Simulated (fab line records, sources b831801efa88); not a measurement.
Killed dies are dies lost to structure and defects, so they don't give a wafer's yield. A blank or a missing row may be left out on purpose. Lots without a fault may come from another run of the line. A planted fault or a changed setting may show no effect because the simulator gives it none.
Problem report in the 8D (eight disciplines) form, filled by code | flow sky130 | the parts of the form that need people (team, actions taken, sign-off) are left out

1. THE PROBLEM
LDD_HVN_TW at SKY_LDD_HVN_TW_MEAS_10 reads a mean of 1520 on 6 wafers of 2 lots; wafers without a fault read 1447 with a standard deviation of 10. That is +7.3 standard deviations from the usual mean.
First seen on wafer L530.3, day 23 05:41, on film_metro-02. The record holds 36 wafers of 12 lots with a number at this step. Rule for "out", or "out of limits": more than 4 standard deviations from the usual mean. The other wafers with a number count as sound.

2. WHAT IT IS AND WHAT IT IS NOT
question                    | is                     | is not
which readings at this step | LDD_HVN_TW             | -
which lots                  | L530, L531             | L523, L524, L528, L537, L538, L539, L540, L541, L542, L544
which wafers of those lots  | all that have a number | -
read on which gauges        | film_metro-02          | film_metro-01, film_metro-04
when                        | from day 23 05:41      | up to then (9 sound wafers); but 21 sound wafers of L537, L538, L539, L540, L541, L542, L544 came after

3. SUSPECTS, AND WHAT RULES EACH OUT
Counting: a tool at a process step up to the reading stays a suspect if it ran every lot that is out and no sound lot after the first of them.
- the gauge at SKY_LDD_HVN_TW_MEAS_10: ruled out. All the wafers that are out were read on film_metro-02, but those of them that SKY_LDD_HVN_IMPLANT_08 has rows for are out there too, on other tools.
- implanter-02 at SKY_LDD_HVN_IMPLANT_08: ruled out as a lasting fault. Sound lots L539, L540, L541, L544 ran on it after its first lot that is out, L530 (day 23 05:28).
Left after counting: nothing in the record.

4. THE CAUSE (what the simulator had put in)
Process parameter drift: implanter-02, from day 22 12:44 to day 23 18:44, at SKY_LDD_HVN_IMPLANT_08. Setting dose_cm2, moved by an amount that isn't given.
Counting ruled it out, wrongly: the rule takes a fault to strike every lot that its tool runs from its start on, and this one did not.

5. THE CHAIN OF EFFECTS, in route order
Each row: a reading whose mean over the struck wafers that have a number lies more than 3 standard deviations from the usual. Only readings for which the record gives a usual standard deviation are gone through. hours: the time from each lot's start at the first step in this table that gives one to its start at this step, as a median over the lots. sigmas: the change in usual standard deviations.
hours | step                   | reading            | usual | on struck wafers | change | sigmas
0     | SKY_LDD_HVN_IMPLANT_08 | dose_ions_cm2      | 3e+13 | 3e+13            | +5e+12 | +99 or more
0     | SKY_LDD_HVN_IMPLANT_08 | faraday_current_uA | 169   | 196              | +27    | +7.7
0     | SKY_LDD_HVN_TW_MEAS_10 | LDD_HVN_TW         | 1447  | 1520             | +74    | +7.3
The process steps in it:
- SKY_LDD_HVN_IMPLANT_08
Later measuring or inspecting steps at which every struck wafer that the step has a row for has a number for every such reading, and none has moved that far: SKY_CONTACT_BOW_MEAS_05.

6. WHAT WOULD HAVE CAUGHT IT SOONER
In this record the first reading out of limits at a measuring or inspecting step was taken at day 23 05:41, 17 hours after the fault began at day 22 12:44.
The tool's own readings at SKY_LDD_HVN_IMPLANT_08 were out on every struck wafer that the step has a row for (dose_ions_cm2, faraday_current_uA): an alarm limit on them would have fired on the first of those.
